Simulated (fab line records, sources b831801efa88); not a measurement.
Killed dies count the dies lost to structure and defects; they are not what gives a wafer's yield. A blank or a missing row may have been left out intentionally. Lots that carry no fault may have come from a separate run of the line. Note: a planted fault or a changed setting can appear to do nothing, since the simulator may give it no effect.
Which tool did it? :: flow gf180mcu :: 13 lots with 39 wafers sampled at 6 steps, on a route of 602 steps

== WHAT THE GAUGES READ, wafer by wafer ==
GF_PSD_CD_MEAS_07: target cd 400 nm. Usual: cdNm reads 400.5 nm (standard deviation 1.8).
lot: L642
measured: day 14 04:35
on: cdSem-02
cdNm (nm): 401.0 402.4 403.6
flag: 

lot: L643
measured: day 14 13:45
on: cdSem-02
cdNm (nm): 402.2 402.3 402.1
flag: 

lot: L644
measured: day 15 00:05
on: cdSem-01
cdNm (nm): 398.6 401.7 402.6
flag: 

lot: L645
measured: day 15 10:53
on: cdSem-01
cdNm (nm): 402.3 398.7 402.0
flag: 

lot: L651
measured: day 18 11:10
on: cdSem-01
cdNm (nm): 398.2 398.6 402.0
flag: 

lot: L652
measured: day 18 22:01
on: cdSem-01
cdNm (nm): 399.2 400.7 402.1
flag: 

lot: L653
measured: day 19 02:47
on: cdSem-01
cdNm (nm): 402.1 397.7 399.6
flag: 

lot: L655
measured: day 20 04:37
on: cdSem-02
cdNm (nm): 400.7 400.8 399.4
flag: 

lot: L657
measured: day 20 12:28
on: cdSem-02
cdNm (nm): 401.2 399.9 399.6
flag: 

lot: L661
measured: day 21 00:35
on: cdSem-02
cdNm (nm): 399.8 402.8 400.3
flag: 

lot: L660
measured: day 21 07:40
on: cdSem-01
cdNm (nm): 401.8 400.7 398.6
flag: 

lot: L662
measured: day 21 15:47
on: cdSem-01
cdNm (nm): 397.5 399.8 398.7
flag: 

lot: L664
measured: day 22 03:49
on: cdSem-01
cdNm (nm): 400.8 399.4 397.2
flag: 

GF_SAB_CD_MEAS_09: target cd 420 nm. Usual: cdNm reads 419.1 nm (standard deviation 2.1).
lot: L642
measured: day 15 02:23
on: cdSem-01
cdNm (nm): 418.0 420.7 417.7
flag: 

lot: L643
measured: day 15 11:39
on: cdSem-02
cdNm (nm): 416.1 417.1 419.9
flag: 

lot: L644
measured: day 15 22:02
on: cdSem-01
cdNm (nm): 419.1 418.0 417.9
flag: 

lot: L645
measured: day 16 09:44
on: cdSem-01
cdNm (nm): 419.5 420.7 419.7
flag: 

lot: L651
measured: day 19 11:58
on: cdSem-01
cdNm (nm): 420.1 420.2 422.0
flag: 

lot: L652
measured: day 19 23:10
on: cdSem-02
cdNm (nm): 418.6 418.1 419.9
flag: 

lot: L653
measured: day 20 04:14
on: cdSem-01
cdNm (nm): 418.3 418.1 419.0
flag: 

lot: L655
measured: day 21 05:16
on: cdSem-01
cdNm (nm): 418.6 420.1 418.1
flag: 

lot: L657
measured: day 21 12:58
on: cdSem-01
cdNm (nm): 420.5 423.4 421.0
flag: 

lot: L661
measured: day 22 00:38
on: cdSem-02
cdNm (nm): 414.6 416.4 414.9
flag: 

lot: L660
measured: day 22 07:40
on: cdSem-01
cdNm (nm): 421.5 419.6 419.5
flag: 

lot: L662
measured: day 22 15:38
on: cdSem-02
cdNm (nm): 416.0 418.9 418.3
flag: 

lot: L664
measured: day 23 04:04
on: cdSem-02
cdNm (nm): 423.5 420.1 421.7
flag: 

GF_CONTACT_THK_MEAS_03. Usual: for CONTACT_CVD_02_THK the level is 862 nm and the standard deviation is 9.8.
lot: L642
measured: day 15 03:34
on: filmMetro-03
CONTACT_CVD_02_THK (nm): 859 870 874
flag: 

lot: L643
measured: day 15 12:50
on: filmMetro-02
CONTACT_CVD_02_THK (nm): 843 847 855
flag: 

lot: L644
measured: day 15 23:14
on: filmMetro-02
CONTACT_CVD_02_THK (nm): 866 854 871
flag: 

lot: L645
measured: day 16 10:56
on: filmMetro-02
CONTACT_CVD_02_THK (nm): 867 878 874
flag: 

lot: L651
measured: day 19 13:11
on: filmMetro-02
CONTACT_CVD_02_THK (nm): 850 867 871
flag: 

lot: L652
measured: day 20 00:22
on: filmMetro-02
CONTACT_CVD_02_THK (nm): 976 981 998
flag: OFF

lot: L653
measured: day 20 05:26
on: filmMetro-04
CONTACT_CVD_02_THK (nm): 981 991 994
flag: OFF

lot: L655
measured: day 21 06:29
on: filmMetro-03
CONTACT_CVD_02_THK (nm): 848 880 854
flag: 

lot: L657
measured: day 21 14:10
on: filmMetro-02
CONTACT_CVD_02_THK (nm): 851 854 871
flag: 

lot: L661
measured: day 22 01:50
on: filmMetro-02
CONTACT_CVD_02_THK (nm): 855 847 864
flag: 

lot: L660
measured: day 22 08:53
on: filmMetro-04
CONTACT_CVD_02_THK (nm): 851 858 869
flag: 

lot: L662
measured: day 22 16:50
on: filmMetro-03
CONTACT_CVD_02_THK (nm): 849 863 876
flag: 

lot: L664
measured: day 23 05:15
on: filmMetro-02
CONTACT_CVD_02_THK (nm): 848 854 863
flag: 

GF_CONTACT_CD_MEAS_14: target cd 220 nm. Usual: cdNm reads 219.5 nm (standard deviation 1.2).
lot: L642
measured: day 16 01:46
on: cdSem-02
cdNm (nm): 221.7 220.8 221.8
flag: 

lot: L643
measured: day 16 10:59
on: cdSem-01
cdNm (nm): 219.7 219.5 220.0
flag: 

lot: L644
measured: day 16 21:34
on: cdSem-02
cdNm (nm): 217.4 218.4 218.7
flag: 

lot: L645
measured: day 17 09:34
on: cdSem-01
cdNm (nm): 220.3 220.5 220.7
flag: 

lot: L651
measured: day 20 13:46
on: cdSem-01
cdNm (nm): 220.3 220.2 220.8
flag: 

lot: L652
measured: day 21 00:13
on: cdSem-01
cdNm (nm): 218.5 219.4 219.7
flag: 

lot: L653
measured: day 21 05:35
on: cdSem-01
cdNm (nm): 217.7 218.7 217.5
flag: 

lot: L655
measured: day 22 06:31
on: cdSem-01
cdNm (nm): 220.1 220.1 219.7
flag: 

lot: L657
measured: day 22 13:34
on: cdSem-02
cdNm (nm): 217.4 216.9 217.8
flag: 

lot: L661
measured: day 23 01:25
on: cdSem-01
cdNm (nm): 220.6 220.8 219.5
flag: 

lot: L660
measured: day 23 08:34
on: cdSem-01
cdNm (nm): 217.5 218.7 218.7
flag: 

lot: L662
measured: day 23 16:20
on: cdSem-01
cdNm (nm): 219.3 218.7 219.7
flag: 

lot: L664
measured: day 24 04:24
on: cdSem-01
cdNm (nm): 218.6 219.6 219.6
flag: 

== TOOL THAT RAN EACH LOT (tool first, then ch and the chambers of the sampled wafers, then the start) ==
lot: L642
GF_CONTACT_CVD_02: pecvd-02 ch 1,2, day 15 03:30
GF_CONTACT_CMP_04: cmp-01 ch 0,2, day 15 03:38

lot: L643
GF_CONTACT_CVD_02: pecvd-04 ch 0,1,2, day 15 12:45
GF_CONTACT_CMP_04: cmp-02 ch 0,2,3, day 15 12:59

lot: L644
GF_CONTACT_CVD_02: pecvd-02 ch 1,2, day 15 23:10
GF_CONTACT_CMP_04: cmp-01 ch 1,2,3, day 15 23:20

lot: L645
GF_CONTACT_CVD_02: pecvd-03 ch 0,1,2, day 16 10:52
GF_CONTACT_CMP_04: cmp-01 ch 0,1, day 16 10:59

lot: L651
GF_CONTACT_CVD_02: pecvd-03 ch 0,2, day 19 13:07
GF_CONTACT_CMP_04: cmp-02 ch 0,2,3, day 19 13:15

lot: L652
GF_CONTACT_CVD_02: pecvd-04 ch 0,1, day 20 00:17
GF_CONTACT_CMP_04: cmp-02 ch 1,3, day 20 00:25

lot: L653
GF_CONTACT_CVD_02: pecvd-04 ch 0,1, day 20 05:22
GF_CONTACT_CMP_04: cmp-02 ch 0,3, day 20 05:32

lot: L655
GF_CONTACT_CVD_02: pecvd-03 ch 0,1, day 21 06:20
GF_CONTACT_CMP_04: cmp-01 ch 0,1, day 21 06:32

lot: L657
GF_CONTACT_CVD_02: pecvd-03 ch 0,1,2, day 21 14:05
GF_CONTACT_CMP_04: cmp-01 ch 0,1,3, day 21 14:16

lot: L661
GF_CONTACT_CVD_02: pecvd-02 ch 0,1,2, day 22 01:46
GF_CONTACT_CMP_04: cmp-01 ch 0,1,3, day 22 01:56

lot: L660
GF_CONTACT_CVD_02: pecvd-02 ch 0,1,2, day 22 08:49
GF_CONTACT_CMP_04: cmp-02 ch 0,2,3, day 22 09:16

lot: L662
GF_CONTACT_CVD_02: pecvd-02 ch 1,2, day 22 16:46
GF_CONTACT_CMP_04: cmp-02 ch 0,1,3, day 22 16:53

lot: L664
GF_CONTACT_CVD_02: pecvd-04 ch 0,1, day 23 05:10
GF_CONTACT_CMP_04: cmp-02 ch 2,3, day 23 05:17
- GF_CONTACT_CVD_02: deposits SiO2 from TEOS, target thk 860 nm, time 95.992 s.
- GF_CONTACT_CMP_04: polishes SiO2.

== WHAT THE TOOLS THEMSELVES READ (means of the sampled wafers that have a number; where no wafer has one, the mark that the record gives instead) ==
GF_CONTACT_CVD_02. Usual: heaterPowerW reads 625 W (standard deviation 110).
lot: L642
tool: pecvd-02
heaterPowerW (W): 675
flag: 

lot: L643
tool: pecvd-04
heaterPowerW (W): 596
flag: 

lot: L644
tool: pecvd-02
heaterPowerW (W): 699
flag: 

lot: L645
tool: pecvd-03
heaterPowerW (W): 596
flag: 

lot: L651
tool: pecvd-03
heaterPowerW (W): 489
flag: 

lot: L652
tool: pecvd-04
heaterPowerW (W): 556
flag: 

lot: L653
tool: pecvd-04
heaterPowerW (W): 666
flag: 

lot: L655
tool: pecvd-03
heaterPowerW (W): 529
flag: 

lot: L657
tool: pecvd-03
heaterPowerW (W): 548
flag: 

lot: L661
tool: pecvd-02
heaterPowerW (W): 723
flag: 

lot: L660
tool: pecvd-02
heaterPowerW (W): 667
flag: 

lot: L662
tool: pecvd-02
heaterPowerW (W): 651
flag: 

lot: L664
tool: pecvd-04
heaterPowerW (W): 662
flag: 

GF_CONTACT_CMP_04. Usual: motorCurrentA 11.3 A, standard deviation 1.2; timeToEndpointS 113 s, standard deviation 4.5.
lot: L642
tool: cmp-01
motorCurrentA (A): 10.4
timeToEndpointS (s): 113
flag: 

lot: L643
tool: cmp-02
motorCurrentA (A): 10.5
timeToEndpointS (s): 114
flag: 

lot: L644
tool: cmp-01
motorCurrentA (A): 11.7
timeToEndpointS (s): 115
flag: 

lot: L645
tool: cmp-01
motorCurrentA (A): 11.2
timeToEndpointS (s): 115
flag: 

lot: L651
tool: cmp-02
motorCurrentA (A): 10.9
timeToEndpointS (s): 116
flag: 

lot: L652
tool: cmp-02
motorCurrentA (A): 13.0
timeToEndpointS (s): 161
flag: OFF

lot: L653
tool: cmp-02
motorCurrentA (A): 11.2
timeToEndpointS (s): 160
flag: OFF

lot: L655
tool: cmp-01
motorCurrentA (A): 11.9
timeToEndpointS (s): 116
flag: 

lot: L657
tool: cmp-01
motorCurrentA (A): 11.3
timeToEndpointS (s): 111
flag: 

lot: L661
tool: cmp-01
motorCurrentA (A): 11.2
timeToEndpointS (s): 110
flag: 

lot: L660
tool: cmp-02
motorCurrentA (A): 10.9
timeToEndpointS (s): 111
flag: 

lot: L662
tool: cmp-02
motorCurrentA (A): 11.8
timeToEndpointS (s): 112
flag: 

lot: L664
tool: cmp-02
motorCurrentA (A): 10.7
timeToEndpointS (s): 109
flag: 

== THE ANSWER, worked out from the rows above alone ==
Rule: a lot counts as off when the mean over its wafers that have a number is more than 3 standard deviations away from the usual mean. Also off: a lot with no number at a reading for which 4 or more lots have one. Any other lot the step has rows for is counted as sound. After the gauges, taken in route order, come the tools' own readings; for these a lot's mean is taken, as printed above. The first step at which some lot is off is used, and at that step the reading that is off furthest; a lot without a number counts as furthest.
Off: at GF_CONTACT_THK_MEAS_03 (CONTACT_CVD_02_THK), L652, L653.
A tool fits if, at a process step before that reading, it ran every lot that is off, and no sound lot after the first of them. The gauges at GF_CONTACT_THK_MEAS_03 aren't tried: what is off there is off at GF_CONTACT_CMP_04 too, on other tools, and a gauge's error can't cause that. None of those tried fits.

== WHAT HAD BEEN PUT IN BY THE SIMULATOR ==
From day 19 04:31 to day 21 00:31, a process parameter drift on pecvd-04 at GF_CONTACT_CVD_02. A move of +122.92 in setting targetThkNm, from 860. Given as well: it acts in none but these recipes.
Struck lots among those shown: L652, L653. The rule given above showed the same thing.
